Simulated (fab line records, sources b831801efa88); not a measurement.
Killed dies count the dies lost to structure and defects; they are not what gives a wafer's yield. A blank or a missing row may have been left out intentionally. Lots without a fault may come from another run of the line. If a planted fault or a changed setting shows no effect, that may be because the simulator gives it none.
8D (eight disciplines) problem report, filled in by code	flow gf180mcu	the parts of the form that need people (team, actions taken, sign-off) are left out

1. PROBLEM STATEMENT
cd nm at GF_TOP_METAL_CD_MEAS_14 reads a mean of 458.2 nm on 1 wafer of 1 lot; wafers without a fault read 439.7 nm with a standard deviation of 2. Relative to the usual mean, that is a shift of +9.2 standard deviations.
The step: target cd 440 nm.
First observed at day 32 14:18: wafer L116.1, on cd sem-01. Wafers with a number at this step in the record: 35, from 12 lots. The rule behind "out" and "out of limits": a value lying over 4 standard deviations away from the usual mean. The rest of the wafers with a number are treated as sound.

2. WHAT THIS IS AND IS NOT
question	is	is not
which readings at this step	cd nm	-
which lots	L116	L101, L102, L105, L107, L108, L119, L120, L121, L122, L123, L124
which wafers of those lots	L116.1	L116.3
read on which gauges	cd sem-01	cd sem-02
when	from day 32 14:18	up to then (16 sound wafers); but 18 sound wafers of L119, L120, L121, L122, L123, L124 came after

3. SUSPECTS, AND WHAT RULES EACH OUT
Counting: a tool at a process step up to the reading stays a suspect if it ran every lot that is out. Sound lots after the first of them don't rule it out here, since some wafers of a struck lot are sound.
- the gauge at GF_TOP_METAL_CD_MEAS_14: kept. All the wafers that are out were read on cd sem-01, and no step on other tools shows them out.
- pvd sputter-02 at GF_MIM_SPUTTER_00 (material Ti, target thk 37.5 nm, time 150 s): kept. The lot that is out, L116, ran on it at day 29 11:19; the last sound lot it ran before that was L108, at day 26 21:39.
- rie diel-04 at GF_M5_ETCH_09 (etches Si3N4 in CF4/O2, target depth 52 nm, time 11.6 s): kept. The lot that is out, L116, ran on it at day 31 00:31; the last sound lot it ran before that was L101, at day 26 03:04.
- litho track-02 at GF_TOP_METAL_DEVELOP_13 (develop time 60 s): kept. The lot that is out, L116, ran on it at day 32 14:05; the last sound lot it ran before that was L108, at day 30 05:43.
- The sound lot-mates ran in chamber 2 of rie diel-04 at GF_M5_ETCH_09, but the wafers that are out ran in chamber 3.
Left after counting: pvd sputter-02 at GF_MIM_SPUTTER_00, rie diel-04 at GF_M5_ETCH_09, litho track-02 at GF_TOP_METAL_DEVELOP_13, cd sem-01 at GF_TOP_METAL_CD_MEAS_14.

4. THE CAUSE (what the simulator had put in)
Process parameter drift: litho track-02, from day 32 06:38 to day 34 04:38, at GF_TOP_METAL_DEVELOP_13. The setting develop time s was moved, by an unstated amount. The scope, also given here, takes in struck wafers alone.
4 suspects survive the count, and this tool is in that group.

5. THE CHAIN OF EFFECTS, in route order
Each row: a reading where the mean over the struck wafers with a number is more than 3 standard deviations away from the usual. Scope: only readings with a usual standard deviation given in the record; hours: median across lots of the time from each lot's start at the first step in this table that gives one to its start at this step; sigmas: change in usual standard deviations.
hours	step	reading	usual	on struck wafers	change	sigmas
0	GF_TOP_METAL_CD_MEAS_14	cd nm	439.7 nm	458.2	+18.5	+9.2

6. HOW IT WOULD HAVE BEEN CAUGHT EARLIER
8 hours passed between the start of the fault at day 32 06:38 and the first reading out of limits at a measuring or inspecting step in this record, taken at day 32 14:18.
Tool readings at GF_TOP_METAL_DEVELOP_13 with a usual standard deviation given in the record: none out on any struck wafer, hence no alarm at a limit of 4 standard deviations on them.
Lots out: 1; all had begun GF_TOP_METAL_DEVELOP_13 on litho track-02 by day 32 14:18. Holding the tool at that point would not have protected any of them.
